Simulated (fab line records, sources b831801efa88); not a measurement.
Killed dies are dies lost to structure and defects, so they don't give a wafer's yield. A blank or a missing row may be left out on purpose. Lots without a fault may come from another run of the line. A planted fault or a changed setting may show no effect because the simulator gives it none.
Which tool did it? | flow sky130 | 12 lots, 34 wafers sampled, at 2 steps of a route of 708

WHAT THE GAUGES READ, wafer by wafer
SKY_VT_ADJUST_HVTR_OVL_MEAS_08.
lot  | measured     | on         | VT_ADJUST_HVTR_OVL (nm)
L484 | day 9 18:16  | overlay-02 | -0.7 0.1 0.8
L487 | day 10 13:47 | overlay-02 | 2.7 2.5 2.9
L488 | day 10 23:34 | overlay-02 | 0.4 -0.3
L491 | day 11 23:35 | overlay-01 | -0.5 0.8 -0.2
L492 | day 12 05:16 | overlay-01 | 1.8 1.7
L496 | day 13 11:07 | overlay-01 | 0.6 -0.1 -0.1
L499 | day 14 10:52 | overlay-02 | 2.4 0.1 1.0
L501 | day 15 00:40 | overlay-02 | 0.5 0.2 3.7
L502 | day 15 11:04 | overlay-01 | -0.1 0.3 1.5
L504 | day 16 00:44 | overlay-02 | -0.5 -0.6 1.1
L505 | day 16 07:34 | overlay-02 | -0.7 2.3 1.1
L506 | day 16 09:20 | overlay-02 | -0.5 0.8 2.5

SKY_VT_ADJUST_PCH_OVL_MEAS_07.
lot  | measured     | on         | VT_ADJUST_PCH_OVL (nm)
L484 | day 10 16:19 | overlay-02 | 3.2 2.4 1.3
L487 | day 11 12:28 | overlay-02 | 1.1 1.8 3.1
L488 | day 11 23:59 | overlay-01 | 2.0 -1.2
L491 | day 13 00:08 | overlay-01 | -0.8 0.6 -1.1
L492 | day 13 05:59 | overlay-02 | 1.0 0.8
L496 | day 14 12:10 | overlay-01 | -2.2 -1.0 -2.7
L499 | day 15 14:49 | overlay-01 | 2.0 1.8 2.0
L501 | day 16 03:05 | overlay-01 | 0.4 -0.7 -0.2
L502 | day 16 14:56 | overlay-01 | -0.1 0.8 0.4
L504 | day 17 04:58 | overlay-02 | -1.8 -1.9 -0.3
L505 | day 17 11:29 | overlay-02 | -0.1 2.8 0.9
L506 | day 17 14:01 | overlay-01 | -3.3 -1.1 -1.5

WHICH TOOL RAN EACH LOT (tool, then ch and the chambers of the sampled wafers, then the start)
The record holds no process step before these readings.

WHAT THE TOOLS THEMSELVES READ (means of the sampled wafers that have a number; where no wafer has one, the mark that the record gives instead)
The record holds no such reading with a usual standard deviation.

THE ANSWER, worked out from the rows above alone
Rule: what is usual is taken from the lots themselves. Put in order of their means at a reading, lots are off if they are a third of the lots or fewer, leave a main group of 4 or more, and stand apart from it by a gap of 3 or more times the standard deviation of the main group's means; of several such gaps the widest counts. A main group whose means are all the same, to the digits that the tables above print for the reading, isn't used. A lot without any number at a reading at which 4 lots or more have one is off too. The other lots that the step has rows for count as sound. The gauges are gone through in route order, then the tools' own readings, and for those a lot's mean is taken as printed above. The first step at which some lot is off is used, and at that step the reading that is off furthest; a lot without a number counts as furthest.
No lot is off at any reading shown: from this, nothing can be told.

WHAT THE SIMULATOR HAD PUT IN
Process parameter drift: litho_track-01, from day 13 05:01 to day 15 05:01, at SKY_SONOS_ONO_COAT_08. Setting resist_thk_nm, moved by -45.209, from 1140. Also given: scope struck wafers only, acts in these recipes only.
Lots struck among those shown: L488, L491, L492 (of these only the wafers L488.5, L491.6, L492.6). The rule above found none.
